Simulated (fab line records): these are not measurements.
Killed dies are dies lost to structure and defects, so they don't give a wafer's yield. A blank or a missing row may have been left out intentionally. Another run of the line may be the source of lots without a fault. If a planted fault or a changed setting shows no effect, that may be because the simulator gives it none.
fab line records    flow gf180mcu
[record] lots = 14  wafers = 42  lastDay = 34
route steps=602 shown DUAL_GATE@156 HV_LDD@196 PSD@255 SAB@265
lots untouched by any fault: they come from a run of this same line in which no faults occurred
startH: the number of hours between the record's first day and the start of the first shown wafer of the lot    waitH: hours from the lot's prior step to this one    " as in the row above    L1.1+2: a row that stands for several wafers    - no value present, or no start provided    * or withheld: withheld    < > ~ a bound
route shown NAME@n: NAME is a module with steps in the file, n the number in the route of the first one    usual: average and standard deviation across the fault-free wafers    same: alike in all rows    chamber/n: place in a boat    sites: per-site readings    _std_site: their standard deviation    _edge_site: the outer-site mean with the inner-site mean subtracted    radiusMm: for every site, how far away it sits from the centre of the wafer    mask NAME#n: copy n    behind: the most recent tool/chamber to have shaped the wafer    hold: what put the lot on hold/how long, in hours/how the hold closed    device: transistor that didn't switch, given as n, p or np    end of line: tests of these same wafers at the route's end    for a step that has no rows: nothing shown but its recipe    killed: count of dies lost to structure and defects at first sort (not the wafer's yield)    map: shows each die of a wafer: x if killed, . if not, _ if none is there
set.NAME: the run value of the setting; set.NAME@STEP: its run value at that earlier step    model.NAME: the simulator's own value behind a step, which no gauge read
route steps across a sampled set of lots; one table per step, one row per wafer
services: the hour from which a tool's chamber was out of use, counted from the record's first day as startH (under 0 if before that day), plus the number of hours and why
[[steps]]
[step GF_DUAL_GATE_OXIDATION_15]
[recipe] tempC = 850  ambient = O2  stabiliseS = 600  purgeS = 300  targetThkA = 70.98  oxTimeS = 1995
[usual] oxTempC = 850.01/0.28  oxTempCMax = 853.0/0.6  purgeS = 300/0  zonePowerLowerPct = 14.3/1.2
lot.wafer  tool        chamber  startH  waitH  oxTempC  oxTempCMax  purgeS  zonePowerLowerPct
L689.3     furnace-01  0        174.43  0.0    849.93   852.5       300     15.4
L689.4     "           0        "       "      850.38   852.7       300     15.6
L689.6     "           0        "       "      850.43   853.4       300     15.6
L690.4     furnace-02  0        183.69  0.0    850.47   853.3       300     13.0
L690.5     "           0        "       "      850.16   852.8       300     12.9
L690.6     "           0        "       "      849.94   853.0       300     12.9
L694.1     furnace-01  0        211.99  1.7    849.95   852.7       300     15.6
L694.2     "           0        "       "      849.50   851.9       300     15.5
L694.3     "           0        "       "      850.20   852.7       300     15.5
L696.1     furnace-01  -        229.62  0.0    -        -           -       -
L696.5     "           -        "       "      -        -           -       -
L696.6     "           -        "       "      -        -           -       -
L697.2     furnace-02  -        232.91  0.5    -        -           -       -
L697.3     "           -        "       "      -        -           -       -
L697.5     "           -        "       "      -        -           -       -
L698.1     furnace-01  0        240.10  1.6    850.59   852.8       300     15.5
L698.5     "           0        "       "      850.14   852.3       300     15.4
L698.6     "           0        "       "      850.12   852.6       300     15.3
L701.1     furnace-01  0        262.28  0.0    850.13   852.5       300     15.4
L701.3     "           0        "       "      849.28   852.3       300     16.0
L701.6     "           0        "       "      850.12   854.1       300     15.3
L704.2     furnace-01  0        281.51  1.2    849.96   853.1       300     15.1
L704.3     "           0        "       "      849.94   851.9       300     15.6
L704.5     "           0        "       "      850.04   852.8       300     15.6
L705.1     furnace-02  0        288.37  0.9    850.41   852.8       300     13.1
L705.4     "           0        "       "      850.13   853.5       300     13.0
L705.6     "           0        "       "      850.31   853.5       300     12.9
L708.1     furnace-01  0        317.21  1.2    849.97   852.7       300     15.1
L708.3     "           0        "       "      850.31   854.6       300     15.5
L708.4     "           0        "       "      849.67   852.9       300     15.3
L709.1     furnace-01  0        317.21  0.9    849.66   852.9       300     15.3
L709.2     "           0        "       "      850.22   853.5       300     15.4
L709.5     "           0        "       "      850.12   852.9       300     15.5
L710.1     furnace-01  0        325.59  0.0    849.49   851.9       300     15.4
L710.4     "           0        "       "      850.00   852.3       300     15.5
L710.5     "           0        "       "      849.70   852.1       300     15.4
L711.2     furnace-01  0        330.96  0.3    849.81   852.4       300     15.2
L711.3     "           0        "       "      849.70   852.6       300     15.3
L711.4     "           0        "       "      850.15   852.4       300     15.7
L712.2     furnace-02  0        341.53  0.4    850.00   853.1       300     12.9
L712.4     "           0        "       "      850.03   854.8       300     13.1
L712.5     "           0        "       "      849.87   853.4       300     12.8
[step GF_HV_LDD_OVL_MEAS_20]
[usual] HV_LDD_01_OVL = -1.0/1.3
lot.wafer  tool        chamber  startH  waitH  HV_LDD_01_OVL[nm]
L689.3     overlay-01  -        232.07  0.1    -3.3
L689.4     "           -        "       "      -2.8
L689.6     "           -        "       "      -2.1
L690.4     overlay-02  -        243.18  0.1    -0.4
L690.5     "           -        "       "      -1.6
L690.6     "           -        "       "      -0.6
L694.1     overlay-02  -        276.39  0.1    0.2
L694.2     "           -        "       "      -2.1
L694.3     "           -        "       "      0.9
L698.1     overlay-02  -        304.41  0.1    -0.6
L698.5     "           -        "       "      -0.9
L698.6     "           -        "       "      -0.9
L701.1     overlay-02  -        328.76  0.1    -2.2
L701.3     "           -        "       "      1.0
L701.6     "           -        "       "      1.0
L704.2     overlay-02  -        348.32  0.1    -1.4
L704.3     "           -        "       "      -1.3
L704.5     "           -        "       "      -2.3
L705.1     overlay-02  -        355.34  0.1    -0.5
L705.4     "           -        "       "      -0.2
L705.6     "           -        "       "      -0.7
L708.1     overlay-02  -        387.44  0.1    -2.0
L708.3     "           -        "       "      -1.7
L708.4     "           -        "       "      -0.3
L709.1     overlay-01  -        387.74  0.1    0.3
L709.2     "           -        "       "      -2.0
L709.5     "           -        "       "      -0.7
L710.1     overlay-01  -        396.11  0.1    0.0
L710.4     "           -        "       "      -0.1
L710.5     "           -        "       "      -1.4
L711.2     overlay-01  -        406.32  0.1    0.5
L711.3     "           -        "       "      -0.9
L711.4     "           -        "       "      -1.9
L712.2     overlay-02  -        412.76  0.1    -5.1
L712.4     "           -        "       "      -3.1
L712.5     "           -        "       "      -2.7
[step GF_PSD_CD_MEAS_07]
[recipe] targetCdNm = 400
[usual] cdNm = 399.9/2.6
lot.wafer  tool      chamber  startH  waitH  cdNm
L689.3     cdSem-02  -        315.75  0.1    398.2
L689.4     "         -        "       "      399.1
L689.6     "         -        "       "      400.4
L690.4     cdSem-02  -        328.13  0.1    398.2
L690.5     "         -        "       "      399.8
L690.6     "         -        "       "      398.3
L694.1     cdSem-01  -        362.66  0.1    401.1
L694.2     "         -        "       "      398.7
L694.3     "         -        "       "      401.9
L698.1     cdSem-02  -        394.76  0.1    405.8
L698.5     "         -        "       "      402.5
L698.6     "         -        "       "      402.3
L701.1     cdSem-01  -        422.77  0.1    396.0
L701.3     "         -        "       "      396.0
L701.6     "         -        "       "      395.1
L704.2     cdSem-01  -        443.25  0.1    399.8
L704.3     "         -        "       "      397.9
L704.5     "         -        "       "      400.2
L705.1     cdSem-01  -        454.91  0.1    401.4
L705.4     "         -        "       "      401.1
L705.6     "         -        "       "      400.9
L708.1     cdSem-01  -        487.27  0.1    400.0
L708.3     "         -        "       "      398.0
L708.4     "         -        "       "      400.8
L709.1     cdSem-02  -        487.66  0.1    401.5
L709.2     "         -        "       "      400.0
L709.5     "         -        "       "      401.5
L710.1     cdSem-02  -        495.53  0.1    401.8
L710.4     "         -        "       "      400.9
L710.5     "         -        "       "      396.6
L711.2     cdSem-01  -        506.99  0.1    402.0
L711.3     "         -        "       "      401.8
L711.4     "         -        "       "      402.7
L712.2     cdSem-02  -        513.58  0.1    397.3
L712.4     "         -        "       "      394.5
L712.5     "         -        "       "      395.3
[step GF_SAB_THK_MEAS_01]
[recipe] reads = SiO2_of_SAB_CVD_00
[usual] SAB_CVD_00_THK = 50.0/0.62
lot.wafer  tool          chamber  startH  waitH  SAB_CVD_00_THK[nm]
L689.3     filmMetro-02  -        316.59  0.0    49.2
L689.4     "             -        "       "      50.1
L689.6     "             -        "       "      50.5
L690.4     filmMetro-02  -        328.96  0.0    50.0
L690.5     "             -        "       "      49.9
L690.6     "             -        "       "      49.9
L694.1     filmMetro-02  -        363.52  0.0    49.8
L694.2     "             -        "       "      49.6
L694.3     "             -        "       "      49.0
L698.1     filmMetro-02  -        395.62  0.0    49.0
L698.5     "             -        "       "      49.9
L698.6     "             -        "       "      50.5
L701.1     filmMetro-03  -        423.63  0.0    50.2
L701.3     "             -        "       "      50.4
L701.6     "             -        "       "      51.2
L704.2     filmMetro-01  -        444.11  0.0    50.0
L704.3     "             -        "       "      50.0
L704.5     "             -        "       "      50.8
L705.1     filmMetro-01  -        455.77  0.0    50.1
L705.4     "             -        "       "      51.2
L705.6     "             -        "       "      50.4
L708.1     filmMetro-03  -        488.14  0.0    49.4
L708.3     "             -        "       "      49.5
L708.4     "             -        "       "      50.0
L709.1     filmMetro-03  -        488.52  0.0    49.8
L709.2     "             -        "       "      48.7
L709.5     "             -        "       "      50.6
L710.1     filmMetro-03  -        496.39  0.0    49.7
L710.4     "             -        "       "      50.8
L710.5     "             -        "       "      51.1
L711.2     filmMetro-02  -        507.84  0.0    49.8
L711.3     "             -        "       "      49.5
L711.4     "             -        "       "      50.7
L712.2     filmMetro-02  -        514.43  0.0    49.0
L712.4     "             -        "       "      49.7
L712.5     "             -        "       "      50.6
[[services]]
tool        chamber  startH  hours  kind
furnace-01  -        186.91  3.4    pm
furnace-01  -        231.17  2.7    pm
furnace-01  -        233.84  3.4    pm
furnace-02  -        258.18  2.8    pm
[[key]]
[firstSign] step = GF_DUAL_GATE_OXIDATION_15  reading = toolRecord  direction = missing
effect none on later readings
metAt GF_DUAL_GATE_OXIDATION_15
struckLots L696,L697
laterRowsLeftOut L696.1,L696.5,L696.6,L697.2,L697.3,L697.5
sortLeftOut L696.1,L696.5,L696.6,L697.2,L697.3,L697.5
testerLeftOut L696,L697
notActingAt GF_HV_LDD_OVL_MEAS_20,GF_PSD_CD_MEAS_07,GF_SAB_THK_MEAS_01
onsetBetween 211.99 229.62
[fault] kind = skippedStepWhole  tool = furnace-01,furnace-02  chamber = -  onsetH = 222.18  steps = GF_DUAL_GATE_OXIDATION_15  scope = struckLotsOnly
// testerLeftOut: of these lots the tester's yield and bins aren't shown, on N5 and GAA mostly nor the transistor test; their killed dies are dies lost to structure and defects alone, not to doping, threshold or leakage, so they don't give the yield
// sortLeftOut: the simulated sort isn't trusted on such a fault, so these wafers' sort isn't shown, and their yield isn't known
// laterRowsLeftOut: the simulator's readings of these wafers behind a module that went badly wrong aren't trusted and aren't shown, but for the sort
